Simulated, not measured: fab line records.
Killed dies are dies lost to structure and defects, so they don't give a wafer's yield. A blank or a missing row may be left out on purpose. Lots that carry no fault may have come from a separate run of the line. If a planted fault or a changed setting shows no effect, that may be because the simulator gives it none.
A single fault, viewed from 2 desks :: flow gf180mcu :: each desk holds nothing but its own numbers, with what lay behind them at the end

== FOR THE TOOL OWNER'S DESK: pvd-sputter-03 ==
The tool's own readings at GF_SALICIDE_SPUTTER_02 (material Co, target thk 10 nm, time 20 s): means of the sampled wafers that have a number, for each lot that ran on this tool. If a lot's mean is further than 4 standard deviations from the usual mean, the lot is out of limits and carries the mark OUT (the distance appears in the brackets).
Columns: A = throttle-valve-pct at GF_SALICIDE_SPUTTER_02, usual 30.2 %
lot: L939
first seen here: day 15 04:00
A: 30.1

lot: L940
first seen here: day 15 11:39
A: 29.8

lot: L942
first seen here: day 16 02:45
A: 30.2

lot: L943
first seen here: day 16 15:09
A: 30.5

lot: L945
first seen here: day 17 07:10
A: 30.6

lot: L946
first seen here: day 17 15:42
A: 30.0

lot: L951
first seen here: day 19 16:38
A: 30.2

lot: L955
first seen here: day 20 19:13
A: 30.5

lot: L956
first seen here: day 21 10:55
A: 30.6
Result from this desk: across the 9 lots, nothing is out of limits.

== FROM THE METROLOGY DESK ==
Lot by lot, what the gauges showed, no matter which tool ran the lot: averages of those sampled wafers that carry a number. If a lot's mean is further than 4 standard deviations from the usual mean, the lot is out of limits and carries the mark OUT (the distance appears in the brackets).
Columns: A = SALICIDE_TIN_RS at GF_SALICIDE_RS_MEAS_04, usual 16.5 ohm/sq
lot: L939
first seen here: day 15 04:04
A: 16.5

lot: L940
first seen here: day 15 11:42
A: 16.8

lot: L941
first seen here: day 15 22:43
A: 16.2

lot: L942
first seen here: day 16 02:48
A: 16.4

lot: L943
first seen here: day 16 15:12
A: 16.5

lot: L944
first seen here: day 16 23:13
A: 16.6

lot: L945
first seen here: day 17 07:14
A: 16.3

lot: L946
first seen here: day 17 15:47
A: 16.8

lot: L947
first seen here: day 18 01:07
A: 16.1

lot: L951
first seen here: day 19 16:41
A: 16.5

lot: L955
first seen here: day 20 19:16
A: 14.7 (-4.4) OUT

lot: L956
first seen here: day 21 10:58
A: 14.4 (-5.1) OUT

lot: L960
first seen here: day 22 11:38
A: 16.1

lot: L961
first seen here: day 22 19:56
A: 15.9
This desk's result: L955, L956 out of limits, first on L955 (SALICIDE_TIN_RS at GF_SALICIDE_RS_MEAS_04), day 20 19:16. Within limits: L939, L940, L941, L942, L943, L944, L945, L946, L947, L951, L960, L961.

== TAKEN TOGETHER ==
Metrology desk: alarm possible at day 20 19:16 on L955, L956.
The desk of the tool owner found nothing out of limits.
Tool owner's desk: L955, L956 on record, inside its limits.
The lots listed all ran GF_SALICIDE_SPUTTER_02 on pvd-sputter-03.

== WHAT THE SIMULATOR HAD PUT IN ==
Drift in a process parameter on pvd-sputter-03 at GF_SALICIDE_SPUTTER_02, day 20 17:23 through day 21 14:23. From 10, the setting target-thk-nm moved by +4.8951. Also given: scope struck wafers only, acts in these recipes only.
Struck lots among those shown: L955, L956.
Time in hours between the start of the fault and the first out-of-limits reading at each desk: metrology desk, 2.
